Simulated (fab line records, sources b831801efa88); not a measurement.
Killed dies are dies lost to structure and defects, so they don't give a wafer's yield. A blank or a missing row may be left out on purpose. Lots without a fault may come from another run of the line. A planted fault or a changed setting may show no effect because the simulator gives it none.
Chamber matching | flow sky130 | SKY_VIA1_CMP_02 on cmp-02: 4 sister chambers
The step polishes SiO2. 8 wafers are shown with their chamber, then 7 later ones without.

WAFERS WITH THEIR CHAMBER
wafer  | chamber | motor_current_A (A)
L186.6 | 3       | 11.9
L193.4 | 3       | 12.5
L194.5 | 0       | 13.6
L196.2 | 2       | 14.6
L196.3 | 1       | 12.4
L196.4 | 0       | 14.4
L199.3 | 2       | 13.8
L199.4 | 1       | 12.5

WAFERS WITHOUT THEIR CHAMBER
wafer  | motor_current_A (A)
L199.6 | 11.5
L200.1 | 11.5
L200.4 | 14.0
L200.5 | 14.7
L208.2 | 12.2
L208.5 | 12.2
L208.6 | 12.6

WHICH CHAMBER EACH WENT THROUGH
wafer  | from the rows above     | in truth
L199.6 | can't be placed: 3 or 1 | 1
L200.1 | can't be placed: 3 or 1 | 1
L200.4 | can't be placed: 0 or 2 | 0
L200.5 | can't be placed: 2 or 0 | 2
L208.2 | can't be placed: 3 or 1 | 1
L208.5 | can't be placed: 3 or 1 | 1
L208.6 | can't be placed: 1 or 3 | 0
Placed correctly: 0 of 7. Can't be placed from these rows: 7 (the true chamber is among the candidates in 6). Placed wrongly: 0.
How it was worked out, from the rows above alone: a wafer's distance from a chamber is the root of the sum, over the readings, of the square of ((its reading less the chamber's mean) divided by the reading's scatter). The wafer belongs to the nearest chamber; if the next one is less than 2 further off, it can't be placed. A chamber's mean is the mean of its shown wafers. The scatter: the root of (the sum of the squares of (reading less its chamber's mean) over the shown wafers, divided by (wafers less chambers)).
